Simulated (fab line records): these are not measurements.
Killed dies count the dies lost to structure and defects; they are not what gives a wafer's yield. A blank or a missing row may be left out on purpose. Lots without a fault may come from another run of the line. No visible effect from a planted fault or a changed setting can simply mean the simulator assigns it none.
fab line records	flow sky130	part 1 of 2: steps 1 to 24 of 31
[record] lots = 5	wafers = 15	lastDay = 49
route steps=708 shown METAL2@494 VIA2@507
lots untouched by any fault: they come from a run of this same line in which no faults occurred
startH: start of the lot's first displayed wafer, in hours after the record's first day	waitH: time in hours since the lot's previous step	" identical to the entry in the row above	L1.1+2: a row that stands for several wafers	- no value, or no start given	* or withheld: withheld	< > ~ a bound
route shown NAME@n: NAME is a module with steps in the file, n the number in the route of the first one	usual: the fault-free wafers' mean and standard deviation	same: alike in all rows	chamber/n: place in a boat	sites: the reading at each site	_std_site: standard deviation of those values	_edge_site: outer sites' mean less inner sites'	radiusMm: for every site, how far away it sits from the centre of the wafer	mask NAME#n: copy n	behind: the last tool/chamber to shape the wafer	hold: why the lot was held/for how many hours/how that ended	device: which transistor (n, p or np) failed to switch	end of line: the same wafers' tests at the end of the route	for a step that has no rows: nothing shown but its recipe	killed: at the first sort, the dies lost to defects and structure; wafer yield is something else	map: a wafer's dies, x killed, . not, _ none there
set.NAME: setting as actually run; set.NAME@STEP: the setting as run at that earlier step	model.NAME: the simulator's own value behind a step, which no gauge read
lots seen at some steps along the route; tables by step, rows by wafer
services: when a tool's chamber went out of use (startH, in hours from the record's first day, below 0 if earlier), for how many hours, and the reason
[[steps]]
[step SKY_METAL2_SOFTBAKE_11]
[recipe] tempC = 100	timeS = 90	resist = KrF-thick
[usual] exhaustPa = 44.9/0.82
[same] timeS = 90
lot.wafer	tool	chamber	startH	waitH	exhaustPa
L079.1	lithoTrack-02	0	-	-	45.3
L079.3	"	0	"	"	46.1
L079.4	"	0	"	"	44.0
L082.1	lithoTrack-01	0	-	-	45.0
L082.2	"	0	"	"	45.3
L082.3	"	0	"	"	44.5
L090.2	lithoTrack-04	0	-	-	45.2
L090.4	"	0	"	"	44.6
L090.6	"	0	"	"	44.1
L091.1	lithoTrack-02	0	-	-	45.6
L091.2	"	0	"	"	45.9
L091.6	"	0	"	"	44.4
L092.1	lithoTrack-01	0	-	-	47.2
L092.2	"	0	"	"	45.2
L092.6	"	0	"	"	46.7
[step SKY_METAL2_EXPOSE_12]
[recipe] maskId = MM2	na = 0.8	sourceShape = annular	sigmaInner = 0.55	sigmaOuter = 0.85	targetCdNm = 140	doseMj = 28
lot.wafer	tool	chamber	startH	waitH	mask
L079.1+3+4	krfScanner-01	0	-	-	MM2#0
L082.1+2+3	krfScanner-02	0	-	-	MM2#0
L090.2+4+6	krfScanner-01	0	-	-	MM2#0
L091.1+2+6	krfScanner-01	0	-	-	MM2#0
L092.1+2+6	krfScanner-02	0	-	-	MM2#0
[step SKY_METAL2_PEB_13]
[recipe] pebTempC = withheld	pebTimeS = withheld	resist = KrF-thick
[usual] exhaustPa = 44.8/0.83
lot.wafer	tool	chamber	startH	waitH	exhaustPa
L079.1	lithoTrack-04	0	-	-	45.5
L079.3	"	0	"	"	45.8
L079.4	"	0	"	"	45.5
L082.1	lithoTrack-02	0	-	-	45.1
L082.2	"	0	"	"	44.3
L082.3	"	0	"	"	44.7
L090.2	lithoTrack-04	0	-	-	45.5
L090.4	"	0	"	"	44.3
L090.6	"	0	"	"	45.7
L091.1	lithoTrack-04	0	-	-	43.6
L091.2	"	0	"	"	45.1
L091.6	"	0	"	"	46.0
L092.1	lithoTrack-02	0	-	-	44.0
L092.2	"	0	"	"	44.6
L092.6	"	0	"	"	45.0
[step SKY_METAL2_DEVELOP_14]
[recipe] developTimeS = 60	resist = KrF-thick	devTempC = 21
[usual] exhaustPa = 45.1/0.89
lot.wafer	tool	chamber	startH	waitH	exhaustPa
L079.1	lithoTrack-04	0	-	-	45.9
L079.3	"	0	"	"	43.2
L079.4	"	0	"	"	44.2
L082.1	lithoTrack-02	0	-	-	44.5
L082.2	"	0	"	"	44.5
L082.3	"	0	"	"	44.4
L090.2	lithoTrack-04	0	-	-	43.8
L090.4	"	0	"	"	44.4
L090.6	"	0	"	"	44.0
L091.1	lithoTrack-04	0	-	-	45.9
L091.2	"	0	"	"	45.4
L091.6	"	0	"	"	44.1
L092.1	lithoTrack-02	0	-	-	45.6
L092.2	"	0	"	"	45.7
L092.6	"	0	"	"	44.9
[step SKY_METAL2_CD_MEAS_15]
[recipe] targetCdNm = 140
[usual] cdNm = 140.0/1.8
lot.wafer	tool	chamber	startH	waitH	cdNm
L079.1	cdSem-02	-	866.38	-	140.3
L079.3	"	-	"	"	139.0
L079.4	"	-	"	"	139.5
L082.1	cdSem-01	-	886.74	-	142.1
L082.2	"	-	"	"	139.8
L082.3	"	-	"	"	140.1
L090.2	cdSem-02	-	940.50	-	143.7
L090.4	"	-	"	"	142.6
L090.6	"	-	"	"	142.6
L091.1	cdSem-02	-	945.43	-	141.6
L091.2	"	-	"	"	139.4
L091.6	"	-	"	"	139.9
L092.1	cdSem-01	-	959.59	-	139.5
L092.2	"	-	"	"	140.8
L092.6	"	-	"	"	138.6
[step SKY_METAL2_OVL_MEAS_16]
[usual] METAL2_OVL = 0/3.6
lot.wafer	tool	chamber	startH	waitH	METAL2_OVL[nm]
L079.1	overlay-02	-	866.50	0.1	-4
L079.3	"	-	"	"	1
L079.4	"	-	"	"	2
L082.1	overlay-02	-	886.86	0.1	1
L082.2	"	-	"	"	2
L082.3	"	-	"	"	2
L090.2	overlay-02	-	940.60	0.1	-7
L090.4	"	-	"	"	-2
L090.6	"	-	"	"	-5
L091.1	overlay-02	-	945.55	0.1	6
L091.2	"	-	"	"	2
L091.6	"	-	"	"	4
L092.1	overlay-02	-	959.71	0.1	8
L092.2	"	-	"	"	3
L092.6	"	-	"	"	4
[step SKY_METAL2_DESCUM_17]
[recipe] chemistry = O2	sourcePowerW = 150	biasPowerW = 0	pressureMtorr = 10	tempC = 40	timeS = 8
[usual] chamberPressureMTorr = 10.000/0.0089	drypumpMotorCurrentA = 5.4/0.36	oesProductAu = 1.000/0.0094	tempC = 40.00/0.12
[same] timeS = 8
lot.wafer	tool	chamber	startH	waitH	chamberPressureMTorr	drypumpMotorCurrentA	oesProductAu	rfHoursCounterH	tempC
L079.1	rieMetal-02	1	866.53	0.0	10.008	5.8	1.005	7	40.00
L079.3	"	1	"	"	10.009	5.8	0.999	-	39.93
L079.4	"	0	"	"	10.013	5.0	0.996	-	40.10
L082.1	rieMetal-01	1	886.90	0.0	10.015	5.8	1.005	6	40.05
L082.2	"	1	"	"	10.006	5.8	1.000	-	40.01
L082.3	"	1	"	"	9.991	5.8	0.989	-	39.93
L090.2	rieMetal-02	1	940.63	0.0	9.999	5.8	1.009	9	39.88
L090.4	"	1	"	"	10.002	5.8	1.005	-	39.85
L090.6	"	1	"	"	10.005	5.8	1.011	-	39.83
L091.1	rieMetal-03	1	945.58	0.0	10.012	5.2	0.994	8	39.85
L091.2	"	1	"	"	9.997	5.2	0.996	-	40.03
L091.6	"	1	"	"	10.006	5.2	1.002	-	40.00
L092.1	rieMetal-03	1	959.75	0.0	10.009	5.1	1.004	9	39.92
L092.2	"	0	"	"	9.989	5.4	1.014	0	40.00
L092.6	"	1	"	"	9.997	5.1	1.004	-	39.87
[step SKY_METAL2_ETCH_18]
[recipe] chemistry = N2/H2	target = BARC	ionEnergyEv = 200	biasW = 100	pressureMtorr = 30	n2FlowSccm = 100	h2FlowSccm = 200	icpW = 500	stopOn = SiO2	timeS = 45.9	targetDepthA = 600
[usual] chamberPressureMTorr = 30.005/0.024	drypumpMotorCurrentA = 5.5/0.36	h2FlowSccm = 200.0/0.55	n2FlowSccm = 100.0/0.32	oesProductAu = 0.855/0.0051	throttleValvePct = 13.225/0.0096
[same] timeS = 45.9
lot.wafer	tool	chamber	startH	waitH	chamberPressureMTorr	drypumpMotorCurrentA	h2FlowSccm	n2FlowSccm	oesProductAu	rfHoursCounterH	throttleValvePct
L079.1	rieMetal-02	1	866.57	0.0	30.051	5.8	200.1	100.4	0.850	7	13.243
L079.3	"	1	"	"	30.007	5.8	199.6	100.6	0.865	-	13.208
L079.4	"	0	"	"	30.007	5.0	199.5	99.7	0.861	-	13.223
L082.1	rieMetal-01	1	886.96	0.1	29.983	5.8	199.7	100.1	0.863	6	13.234
L082.2	"	1	"	"	29.981	5.8	199.8	100.1	0.854	-	13.233
L082.3	"	1	"	"	30.017	5.8	199.7	99.8	0.857	-	13.230
L090.2	rieMetal-02	1	940.67	0.0	29.981	5.8	200.2	99.8	0.849	10	13.229
L090.4	"	1	"	"	29.977	5.8	200.0	100.0	0.842	-	13.218
L090.6	"	1	"	"	29.985	5.8	200.0	100.1	0.858	-	13.227
L091.1	rieMetal-03	1	945.65	0.1	29.994	5.1	200.3	99.9	0.854	8	13.215
L091.2	"	1	"	"	29.996	5.1	200.3	100.4	0.848	-	13.231
L091.6	"	1	"	"	29.997	5.1	200.8	100.0	0.844	-	13.213
L092.1	rieMetal-03	1	959.78	0.0	30.022	5.1	200.7	100.1	0.853	9	13.225
L092.2	"	0	"	"	29.999	5.5	198.8	99.9	0.853	0	13.239
L092.6	"	1	"	"	29.955	5.2	201.1	99.5	0.853	-	13.206
[step SKY_METAL2_METAL_ETCH_19]
[recipe] targetDepthA = 3600	stopOn = SiO2	overEtchFrac = 0.3	timeS = 78	chemistry = Cl2/BCl3	resistSidewallDeg = 88	pressureMtorr = 10	icpW = 900	biasW = 48.5	Cl2_flow_sccm = 60	bcl3FlowSccm = 30
[usual] chamberPressureMTorr = 10.001/0.0084	drypumpMotorCurrentA = 5.4/0.36	oesProductAu = 0.855/0.0061	throttleValvePct = 22.265/0.0094
[same] timeS = 78
lot.wafer	tool	chamber	startH	waitH	chamberPressureMTorr	drypumpMotorCurrentA	oesProductAu	rfHoursCounterH	throttleValvePct
L079.1	rieMetal-02	1	866.63	0.0	10.011	5.8	0.852	7	22.265
L079.3	"	1	"	"	10.012	5.8	0.856	-	22.254
L079.4	"	0	"	"	9.995	5.0	0.851	-	22.271
L082.1	rieMetal-01	1	887.09	0.1	10.007	5.8	0.851	6	22.272
L082.2	"	1	"	"	9.998	5.8	0.846	-	22.261
L082.3	"	1	"	"	10.003	5.8	0.857	-	22.263
L090.2	rieMetal-02	1	940.73	0.0	9.991	5.8	0.856	10	22.266
L090.4	"	1	"	"	10.016	5.8	0.861	-	22.261
L090.6	"	1	"	"	9.991	5.8	0.856	-	22.274
L091.1	rieMetal-03	1	945.77	0.1	9.991	5.2	0.856	8	22.262
L091.2	"	1	"	"	10.005	5.1	0.856	-	22.258
L091.6	"	1	"	"	9.994	5.1	0.854	-	22.252
L092.1	rieMetal-03	1	959.84	0.0	9.993	5.1	0.867	9	22.280
L092.2	"	0	"	"	10.009	5.5	0.859	0	22.253
L092.6	"	1	"	"	10.005	5.1	0.860	-	22.268
[step SKY_METAL2_STRIP_20]
[recipe] chemistry = O2/N2	powerW = 1400	pressureMtorr = 1500	platenTempC = withheld	o2FlowSccm = 3000	n2FlowSccm = 300	overashFraction = 0.5
[usual] chamberPressureMTorr = 1500.0/1.4	drypumpMotorCurrentA = 5.79/0.17	n2FlowSccm = 300.0/0.96	oesProductAu = 0.343/0.0046	stripTimeToEndpointS = 2.69/0.043
[same] overashFraction = 0.5
lot.wafer	tool	chamber	startH	waitH	chamberPressureMTorr	drypumpMotorCurrentA	n2FlowSccm	oesProductAu	rfHoursCounterH	stripTimeToEndpointS
L079.1	plasmaAsher-01	1	866.72	0.1	1500.7	5.95	299.2	0.343	43	2.67
L079.3	"	0	"	"	1499.5	5.94	300.6	0.340	-	2.71
L079.4	"	1	"	"	1500.1	5.96	299.0	0.346	-	2.74
L082.1	plasmaAsher-04	1	887.27	0.1	1498.6	5.59	299.2	0.335	70	2.67
L082.2	"	0	"	"	1499.0	5.65	299.6	0.345	70	2.68
L082.3	"	1	"	"	1501.4	5.61	300.7	0.341	-	2.68
L090.2	plasmaAsher-01	0	940.82	0.1	1500.0	5.96	300.6	0.350	51	2.69
L090.4	"	0	"	"	1501.5	5.95	300.1	0.345	-	2.67
L090.6	"	1	"	"	1499.9	5.92	301.0	0.342	-	2.68
L091.1	plasmaAsher-01	1	945.95	0.1	1499.3	5.96	301.2	0.344	52	2.66
L091.2	"	0	"	"	1502.2	5.97	299.9	0.337	52	2.70
L091.6	"	0	"	"	1501.0	5.94	299.9	0.345	-	2.68
L092.1	plasmaAsher-01	1	959.93	0.1	1502.9	6.00	300.8	0.348	53	2.72
L092.2	"	0	"	"	1499.4	5.95	298.8	0.336	53	2.64
L092.6	"	0	"	"	1500.4	5.97	300.1	0.342	-	2.72
[step SKY_METAL2_STRIP_21]
[recipe] chemistry = postEtchResidueRemover	timeS = 1200	tempC = 72.5
[usual] tempC = 72.50/0.13
[same] timeS = 1200
lot.wafer	tool	chamber	startH	waitH	tempC
L079.1	wetBench-01	2	866.82	0.1	72.66
L079.3	"	2	"	"	72.62
L079.4	"	2	"	"	72.78
L082.1	wetBench-03	1	887.37	0.1	72.54
L082.2	"	1	"	"	72.59
L082.3	"	1	"	"	72.47
L090.2	wetBench-03	2	940.92	0.1	72.65
L090.4	"	2	"	"	72.59
L090.6	"	2	"	"	72.57
L091.1	wetBench-04	1	946.05	0.1	72.41
L091.2	"	1	"	"	72.61
L091.6	"	1	"	"	72.33
L092.1	wetBench-04	3	960.03	0.1	72.46
L092.2	"	3	"	"	72.45
L092.6	"	3	"	"	72.52
[step SKY_METAL2_CLEAN_22]
[recipe] chemistry = IPA	timeS = 180	tempC = 25
[usual] tempC = 25.01/0.1
[same] timeS = 180
lot.wafer	tool	chamber	startH	waitH	tempC
L079.1	wetBench-03	1	867.19	0.0	24.96
L079.3	"	1	"	"	24.83
L079.4	"	1	"	"	24.94
L082.1	wetBench-01	2	887.77	0.0	25.06
L082.2	"	2	"	"	24.79
L082.3	"	2	"	"	25.01
L090.2	wetBench-01	3	941.26	0.0	24.95
L090.4	"	3	"	"	24.99
L090.6	"	3	"	"	24.95
L091.1	wetBench-01	1	946.40	0.0	24.98
L091.2	"	1	"	"	25.12
L091.6	"	1	"	"	24.97
L092.1	wetBench-03	0	960.37	0.0	24.85
L092.2	"	0	"	"	24.99
L092.6	"	0	"	"	24.93
[step SKY_METAL2_CLEAN_23]
[recipe] chemistry = O3/DIW	dry = n2Spin
lot.wafer	tool	chamber	startH	waitH
L079.1+3+4	wetBench-01	1	867.25	0.0
L082.1+2+3	wetBench-03	2	887.83	0.0
L090.2+4+6	wetBench-04	2	941.32	0.0
L091.1+2+6	wetBench-01	1	946.45	0.0
L092.1+2+6	wetBench-01	3	960.44	0.0
[step SKY_VIA2_HDPCVD_00]
[recipe] material = SiO2	targetThkNm = 1180	sigmaOpenFrac = 0.3	timeS = 196.7	tempC = 400	sih4FlowSccm = 60	pressureMtorr = 6
[same] timeS = 196.7
lot.wafer	tool	chamber	startH	waitH
L079.1+3+4	hdpcvd-02	2,1,1	867.35	0.0
L082.1+2+3	hdpcvd-02	1,2,0	887.94	0.0
L090.2+4+6	hdpcvd-01	1,1,0	941.41	0.0
L091.1+2+6	hdpcvd-01	0,2,1	946.55	0.0
L092.1+2+6	hdpcvd-01	1,0,0	960.54	0.0
[step SKY_VIA2_THK_MEAS_01]
[recipe] reads = SiO2_of_VIA2_HDPCVD_00
[usual] VIA2_HDPCVD_THK = 1182/14
lot.wafer	tool	chamber	startH	waitH	VIA2_HDPCVD_THK[nm]
L079.1	filmMetro-02	-	867.48	0.1	1169
L079.3	"	-	"	"	1153
L079.4	"	-	"	"	1175
L082.1	filmMetro-03	-	888.07	0.1	1180
L082.2	"	-	"	"	1156
L082.3	"	-	"	"	1172
L090.2	filmMetro-01	-	941.55	0.1	1196
L090.4	"	-	"	"	1197
L090.6	"	-	"	"	1193
L091.1	filmMetro-03	-	946.67	0.1	1188
L091.2	"	-	"	"	1194
L091.6	"	-	"	"	1187
L092.1	filmMetro-01	-	960.67	0.1	1192
L092.2	"	-	"	"	1185
L092.6	"	-	"	"	1188
[step SKY_VIA2_CMP_02]
[recipe] material = SiO2	downForcePsi = 4	platenRpm = 60	padVelocityMS = 0.94248
[usual] headPressurePsi = 4.000/0.0086	motorCurrentA = 12.8/1.2
lot.wafer	tool	chamber	startH	waitH	headPressurePsi	motorCurrentA
L079.4	cmp-02	1	867.54	0.0	4.020	12.1
L079.1	"	3	"	"	3.985	14.5
L079.3	"	0	"	"	4.010	14.6
L082.3	cmp-02	1	888.18	0.1	4.001	12.7
L082.1	"	2	"	"	4.003	12.3
L082.2	"	3	"	"	3.996	14.1
L090.4	cmp-01	2	941.60	0.0	3.997	12.9
L090.2	"	0	"	"	4.016	11.1
L090.6	"	3	"	"	4.000	11.2
L091.1	cmp-02	1	946.73	0.1	4.010	12.3
L091.2	"	0	"	"	3.993	14.6
L091.6	"	2	"	"	4.008	12.4
L092.2	cmp-02	0	960.83	0.1	4.003	14.8
L092.1	"	1	"	"	4.003	12.1
L092.6	"	2	"	"	4.005	12.8
[step SKY_VIA2_BOW_MEAS_03]
[recipe] mode = bow
[usual] VIA2_BOW = 86/7.1
lot.wafer	tool	chamber	startH	waitH	VIA2_BOW[um]
L079.1	filmMetro-03	-	867.84	0.1	92
L079.3	"	-	"	"	93
L079.4	"	-	"	"	89
L082.1	filmMetro-03	-	888.43	0.1	87
L082.2	"	-	"	"	102
L082.3	"	-	"	"	97
L090.2	filmMetro-03	-	941.92	0.2	92
L090.4	"	-	"	"	81
L090.6	"	-	"	"	85
L091.1	filmMetro-01	-	947.03	0.2	75
L091.2	"	-	"	"	82
L091.6	"	-	"	"	67
L092.1	filmMetro-03	-	961.03	0.1	91
L092.2	"	-	"	"	81
L092.6	"	-	"	"	95
[step SKY_VIA2_DEHYDRATE_04]
[recipe] tempC = 200	timeS = 60
[usual] exhaustPa = 45.1/0.95
[same] timeS = 60
lot.wafer	tool	chamber	startH	waitH	exhaustPa
L079.1	lithoTrack-02	0	880.74	12.9	45.3
L079.3	"	0	"	"	45.0
L079.4	"	0	"	"	44.0
L082.1	lithoTrack-03	0	900.70	12.3	45.9
L082.2	"	0	"	"	45.1
L082.3	"	0	"	"	46.5
L090.2	lithoTrack-03	0	954.02	12.1	44.6
L090.4	"	0	"	"	43.8
L090.6	"	0	"	"	44.3
L091.1	lithoTrack-03	0	959.05	12.0	46.0
L091.2	"	0	"	"	45.2
L091.6	"	0	"	"	43.6
L092.1	lithoTrack-04	0	972.13	11.1	44.5
L092.2	"	0	"	"	45.5
L092.6	"	0	"	"	45.4
[step SKY_VIA2_HMDS_05]
[recipe] primeTimeS = 60	primeTempC = 120
[usual] exhaustPa = 45.3/1	primeTempC = 119.99/0.15
lot.wafer	tool	chamber	startH	waitH	exhaustPa	primeTempC
L079.1	lithoTrack-02	0	880.89	0.1	45.2	120.04
L079.3	"	0	"	"	46.5	120.40
L079.4	"	0	"	"	45.7	120.37
L082.1	lithoTrack-03	0	900.85	0.1	46.2	119.80
L082.2	"	0	"	"	45.4	119.84
L082.3	"	0	"	"	45.1	119.75
L090.2	lithoTrack-03	0	954.17	0.1	46.0	119.87
L090.4	"	0	"	"	43.8	119.92
L090.6	"	0	"	"	45.0	120.01
L091.1	lithoTrack-03	0	959.20	0.1	42.6	120.06
L091.2	"	0	"	"	45.0	119.88
L091.6	"	0	"	"	44.7	119.83
L092.1	lithoTrack-04	0	972.28	0.1	44.5	119.89
L092.2	"	0	"	"	45.5	119.84
L092.6	"	0	"	"	46.5	119.94
[step SKY_VIA2_COAT_06]
[recipe] resist = BARC	tempC = withheld	timeS = withheld	spinRpm = 3000	resistThkNm = 60
[usual] exhaustPa = 45.0/1
lot.wafer	tool	chamber	startH	waitH	exhaustPa
L079.1	lithoTrack-02	0	881.04	0.1	44.3
L079.3	"	0	"	"	44.4
L079.4	"	0	"	"	44.4
L082.1	lithoTrack-03	0	901.00	0.1	44.9
L082.2	"	0	"	"	44.4
L082.3	"	0	"	"	43.2
L090.2	lithoTrack-03	0	954.32	0.1	44.8
L090.4	"	0	"	"	43.2
L090.6	"	0	"	"	45.8
L091.1	lithoTrack-03	0	959.35	0.1	45.1
L091.2	"	0	"	"	45.1
L091.6	"	0	"	"	46.0
L092.1	lithoTrack-04	0	972.43	0.1	44.1
L092.2	"	0	"	"	46.5
L092.6	"	0	"	"	45.5
[step SKY_VIA2_COAT_07]
[recipe] resist = KrF-thick	spinRpm = 3000	resistThkNm = 450
[usual] exhaustPa = 44.9/0.84
lot.wafer	tool	chamber	startH	waitH	exhaustPa
L079.1	lithoTrack-02	0	-	-	45.7
L079.3	"	0	"	"	43.9
L079.4	"	0	"	"	45.4
L082.1	lithoTrack-03	0	-	-	45.0
L082.2	"	0	"	"	45.9
L082.3	"	0	"	"	45.3
L090.2	lithoTrack-03	0	-	-	46.6
L090.4	"	0	"	"	45.8
L090.6	"	0	"	"	44.8
L091.1	lithoTrack-03	0	-	-	45.0
L091.2	"	0	"	"	45.6
L091.6	"	0	"	"	44.5
L092.1	lithoTrack-04	0	-	-	44.3
L092.2	"	0	"	"	46.4
L092.6	"	0	"	"	45.1
[step SKY_VIA2_SOFTBAKE_08]
[recipe] tempC = 100	timeS = 90	resist = KrF-thick
[usual] exhaustPa = 45.1/0.84
[same] timeS = 90
lot.wafer	tool	chamber	startH	waitH	exhaustPa
L079.1	lithoTrack-02	0	-	-	45.1
L079.3	"	0	"	"	45.6
L079.4	"	0	"	"	43.9
L082.1	lithoTrack-03	0	-	-	45.7
L082.2	"	0	"	"	46.9
L082.3	"	0	"	"	45.8
L090.2	lithoTrack-03	0	-	-	44.8
L090.4	"	0	"	"	45.6
L090.6	"	0	"	"	44.1
L091.1	lithoTrack-03	0	-	-	45.5
L091.2	"	0	"	"	44.9
L091.6	"	0	"	"	44.2
L092.1	lithoTrack-04	0	-	-	44.9
L092.2	"	0	"	"	46.5
L092.6	"	0	"	"	45.5
[step SKY_VIA2_EXPOSE_09]
[recipe] maskId = VIM2	na = 0.8	sourceShape = annular	sigmaInner = 0.55	sigmaOuter = 0.85	targetCdNm = 200	doseMj = 38
lot.wafer	tool	chamber	startH	waitH	mask
L079.1+3+4	krfScanner-02	0	-	-	VIM2#0
L082.1+2+3	krfScanner-02	0	-	-	VIM2#0
L090.2+4+6	krfScanner-02	0	-	-	VIM2#0
L091.1+2+6	krfScanner-01	0	-	-	VIM2#0
L092.1+2+6	krfScanner-02	0	-	-	VIM2#0
[step SKY_VIA2_PEB_10]
[recipe] pebTempC = withheld	pebTimeS = withheld	resist = KrF-thick
[usual] exhaustPa = 45.0/0.95
lot.wafer	tool	chamber	startH	waitH	exhaustPa
L079.1	lithoTrack-03	0	-	-	44.8
L079.3	"	0	"	"	44.5
L079.4	"	0	"	"	44.1
L082.1	lithoTrack-02	0	-	-	46.1
L082.2	"	0	"	"	45.9
L082.3	"	0	"	"	46.7
L090.2	lithoTrack-02	0	-	-	44.7
L090.4	"	0	"	"	43.1
L090.6	"	0	"	"	44.0
L091.1	lithoTrack-04	0	-	-	44.1
L091.2	"	0	"	"	43.3
L091.6	"	0	"	"	45.0
L092.1	lithoTrack-04	0	-	-	44.1
L092.2	"	0	"	"	43.0
L092.6	"	0	"	"	44.0
